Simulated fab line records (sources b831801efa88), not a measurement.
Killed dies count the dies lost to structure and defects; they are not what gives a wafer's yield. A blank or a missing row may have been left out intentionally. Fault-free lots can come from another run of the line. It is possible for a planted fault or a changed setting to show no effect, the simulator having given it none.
Comparing a struck lot with a sound one | flow sky130 | 37 steps out of a route of 708
Sound: the wafers L754.2, L754.4, L754.6. Wafers L764.4, L764.5, L764.6 were the ones struck. The cause is given at the end.
Each step with rows lists, per side, the tool, then ch with its chambers, then its first start. Under that, the readings that differ: sound wafers | struck wafers | difference of the means | sigmas: that difference in standard deviations of wafers without a fault.
alike: readings with means less than 2 such deviations apart, plus words and numbers identical on both sides. not compared: withheld readings, readings lacking a value on some wafer, bounds such as >300 that could conceal the same value, and numbers that have no deviation in the record and whose values overlap.
A row with sigmas, a row that says differs or no value, or rows on one side alone: a step with any of these is where the two part. Non-overlapping numbers with no deviation appear without sigmas and do not part them. A reading missing from all wafers of one side parts the sides only when that side holds two or more wafers.

first, 10 steps without rows for these wafers: SKY_LDD_LDN_SOFTBAKE_03 (time 60 s); SKY_LDD_LDN_EXPOSE_04 (exposes mask LDNTM, target cd 700 nm); SKY_LDD_LDN_PEB_05; SKY_LDD_LDN_DEVELOP_06 (develop time 60 s); SKY_LDD_LDN_IMPLANT_08; SKY_LDD_LDN_IMPLANT_09; SKY_LDD_LDN_IMPLANT_10; SKY_LDD_LDN_IMPLANT_11; SKY_LDD_LDN_STRIP_12 (strips in O2/N2); SKY_LDD_LDN_CLEAN_14 (cleans in SC1/SC2, time 150 s).
SKY_SPACER_CVD_00: deposits Si3N4 from DCS/NH3, target thk 43.1 nm, time 740 s.
  sound on lpcvd-02 ch 0, day 24 06:53; struck on lpcvd-02 ch 1, day 27 17:14
  reading                                  | sound             | struck            | difference | sigmas
  spike tc bottom C (C)                    | 789.2 790.0 790.2 | 777.9 778.4 780.2 | -11.0      | -6
  spike tc centre C (C)                    | 771.3 772.1 772.0 | 765.8 767.2 765.3 | -5.7       | -3
  spike tc lower C (C)                     | 771.2 769.4 771.2 | 763.4 763.3 763.8 | -7.1       | -7
  spike tc top C (C)                       | 789.3 787.9 786.3 | 780.9 777.8 780.9 | -8.0       | -7
  spike tc upper C (C)                     | 772.8 770.7 772.9 | 763.7 762.0 765.0 | -8.6       | -5
  model.Si3N4_of_SPACER_CVD_00.thk nm (nm) | 41.73 41.53 41.83 | 37.94 37.51 37.99 | -3.88      |
  alike: susceptor temp C
SKY_SPACER_THK_MEAS_01:
  sound on film metro-01, day 24 08:05; struck on film metro-01, day 27 18:28
  reading                | sound          | struck         | difference | sigmas
  SPACER_CVD_00_THK (nm) | 41.7 41.5 41.8 | 37.9 37.5 38.0 | -3.9       | -9
SKY_SPACER_ETCHBACK_02: etches Si3N4 in CH3F/O2, stops on SiO2, time 46.7 s, target depth 45 nm.
  sound on rie diel-01 ch 0,2,3, day 24 08:08; struck on rie diel-04 ch 1,2,3, day 27 18:30
  reading                  | sound             | struck            | difference | sigmas
  oes product au (a.u.)    | 0.846 0.834 0.839 | 0.798 0.805 0.800 | -0.039     | -6
  model.etch.depth nm (nm) | 41.73 41.53 41.83 | 37.94 37.51 37.99 | -3.88      |
  alike: drypump motor current A, throttle valve pct
  not compared: rf hours counter h
then, 22 steps without rows for these wafers: SKY_POLY_CUT_DEHYDRATE_00 (time 60 s); SKY_POLY_CUT_HMDS_01 (prime time 60 s); SKY_POLY_CUT_COAT_02 (resist thk 60 nm); SKY_POLY_CUT_COAT_03 (resist thk 450 nm); SKY_POLY_CUT_SOFTBAKE_04 (time 90 s); SKY_POLY_CUT_EXPOSE_05 (exposes mask NPCM, target cd 270 nm); SKY_POLY_CUT_PEB_06; SKY_POLY_CUT_DEVELOP_07 (develop time 60 s); SKY_POLY_CUT_ETCH_10 (etches BARC in N2/H2, stops on SiO2, time 45.9 s, target depth 60 nm); SKY_POLY_CUT_ETCH_11 (etches Si3N4 in CF4/CH2F2/Ar, stops on poly-Si, time 42.5 s, target depth 60 nm); SKY_POLY_CUT_STRIP_12 (strips in O2/N2); SKY_SD_P_DEHYDRATE_00 (time 60 s); SKY_SD_P_HMDS_01 (prime time 60 s); SKY_SD_P_COAT_02 (resist thk 1140 nm); SKY_SD_P_SOFTBAKE_03 (time 60 s); SKY_SD_P_EXPOSE_04 (exposes mask PSDM, target cd 380 nm); SKY_SD_P_PEB_05; SKY_SD_P_DEVELOP_06 (develop time 60 s); SKY_SD_P_IMPLANT_09; SKY_SD_P_STRIP_10 (strips in O2/N2); SKY_RES_XHIGH_DEHYDRATE_00 (time 60 s); SKY_RES_XHIGH_HMDS_01 (prime time 60 s).
-- the record jumps here: 5 days lie between the struck wafers' starts before and after (it left off in module RES_XHIGH and takes up again in module SALICIDE, whose first step shown is number 361 of the route) --
SKY_SALICIDE_CLEAN_00: cleans in HF-last, time 30 s.
  sound on wet bench-03 ch 1, day 29 03:46; struck on wet bench-02 ch 1, day 32 09:35
  reading                                  | sound             | struck            | difference | sigmas
  model.Si3N4_of_SPACER_CVD_00.thk nm (nm) | 40.75 40.55 40.84 | 36.97 36.54 37.03 | -3.87      |
-- the record jumps here: 16 days lie between the struck wafers' starts before and after (it left off in module SALICIDE and takes up again in module PAD_OPEN, whose first step shown is number 708 of the route) --
SKY_PAD_OPEN_PROBE_99:
  sound on prober-01, day 46 17:23; struck on prober-01, day 48 19:20
  reading                                 | sound               | struck               | difference | sigmas
  model.etest.pfet_01v8.r on ohm um       | 2788 2808 2839      | 2751 2708 2702       | -91        |
  model.etest.pfet_01v8.drive ua um       | 199.2 200.6 199.3   | 204 209.1 205.7      | +7         |
  model.etest.sram pfet latch.drive ua um | 151.2 148.3 146.8   | 153.3 155.6 153.6    | +5.4       |
  model.etest.pfet_01v8_hvt.drive ua um   | 149.3 149.5 147.2   | 153.7 158.1 154.3    | +6.7       |
  model.etest.pfet_01v8_mvt.drive ua um   | 155.9 154.6 153.7   | 157.4 159.8 157.3    | +3.4       |
  model.etest.pfet_01v8.off log10 a um    | -9.27 -9.223 -9.252 | -9.202 -9.158 -9.197 | +0.063     |
  alike: killed_at_M0_to_M3, killed_at_M4_up, killed at contacts, killed at front end, killed at other, killed dies, killed open, killed short
  not compared: model.etest.sonos uncharged.r on ohm um, model.etest.pfet_01v8_lvt.drive ua um

## WHERE THEY PART
First at SKY_SPACER_CVD_00; last, within this record, at SKY_SPACER_ETCHBACK_02. Later steps at which nothing parts them and some readings are alike: SKY_PAD_OPEN_PROBE_99.

WHY: whatever the simulator had introduced
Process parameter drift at SKY_SPACER_CVD_00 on lpcvd-02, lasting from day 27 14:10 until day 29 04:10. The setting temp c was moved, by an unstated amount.
